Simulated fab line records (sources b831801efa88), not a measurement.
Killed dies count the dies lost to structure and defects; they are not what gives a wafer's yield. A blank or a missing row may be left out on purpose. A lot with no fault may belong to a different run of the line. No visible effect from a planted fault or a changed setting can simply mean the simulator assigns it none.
A struck lot beside a sound one / flow sky130 / 16 out of 708 route steps
Sound: wafers L874.1, L874.3, L874.5. Struck: wafers L884.3, L884.6 (left out: L884.2, a lot-mate that was not struck); the cause follows at the end.
Order at every step that has rows: each side's tool, ch and its chambers, its first start. Under that, the readings that differ: sound wafers / struck wafers / difference of the means / sigmas: that difference in standard deviations of wafers without a fault.
alike: words and numbers the same on both sides, and readings whose means are apart by under 2 such deviations; not compared: readings that were withheld, readings missing a value for some wafer, numbers with overlapping values and no deviation given by the record, and bounds like >300 which may hide the same value.
Wherever a step has rows on one side only, a row that says differs or no value, or a row with sigmas, the two part there. Numbers that have no deviation but don't overlap get no sigmas and don't part them. Lack of a reading on every wafer of one side parts them only where that side has two or more wafers.

first, 4 steps without rows for these wafers: SKY_LDD_N_IMPLANT_12; SKY_LDD_N_IMPLANT_13; SKY_LDD_N_IMPLANT_14; SKY_LDD_N_IMPLANT_15.
SKY_LDD_N_STRIP_16: strips in O2/N2.
  sound on plasma asher-04 ch 0,1, day 20 02:07; struck on plasma asher-03 ch 1, day 23 16:27
  alike: drypump motor current A, oes product au, strip time to endpoint s
  not compared: rf hours counter h
SKY_LDD_N_TW_MEAS_17:
  sound: film metro-03 at day 20 02:13; struck: film metro-02 at day 23 16:34
reading=LDD_N_TW; sound=2585 2566 2566; struck=2605 2604; difference=+32; sigmas=+2
then, 6 steps without rows for these wafers: SKY_LDD_P_DEHYDRATE_00 (time 60 s); SKY_LDD_P_HMDS_01 (prime time 60 s); SKY_LDD_P_COAT_02 (resist thk 1140 nm); SKY_LDD_P_SOFTBAKE_03 (time 60 s); SKY_LDD_P_EXPOSE_04 (exposes mask PSDM, target cd 380 nm); SKY_LDD_P_PEB_05.
SKY_LDD_P_DEVELOP_06: develop time 60 s.
  sound on litho track-02 ch 0, day 21 09:16; struck on litho track-02 ch 0, day 24 22:53
  alike: chill plate temp C
SKY_LDD_P_CD_MEAS_07 targets a cd of 380 nm.
  sound: cd sem-02 at day 21 09:25; struck: cd sem-02 at day 24 23:02
reading=cd nm (nm); sound=380.5 381.4 382.0; struck=397.7 397.0; difference=+16.1; sigmas=+7
SKY_LDD_P_OVL_MEAS_08:
  sound: overlay-02 at day 21 09:32; struck: overlay-02 at day 24 23:08
reading=LDD_P_OVL (nm); sound=-1.7 -1.4 -3.2; struck=0.4 1.8; difference=+3.2; sigmas=+2
-- the record jumps here: 25 days lie between the struck wafers' starts before and after (it left off in module LDD_P and takes up again in module PAD_OPEN, whose first step shown is number 708 of the route) --
SKY_PAD_OPEN_PROBE_99:
  only the struck wafers here have rows in the record (prober-01, day 49 14:44); the sound ones have none

WHERE THEY PART
Last at SKY_PAD_OPEN_PROBE_99 as far as this record goes, first at SKY_LDD_N_TW_MEAS_17.

WHY: the cause the simulator had injected
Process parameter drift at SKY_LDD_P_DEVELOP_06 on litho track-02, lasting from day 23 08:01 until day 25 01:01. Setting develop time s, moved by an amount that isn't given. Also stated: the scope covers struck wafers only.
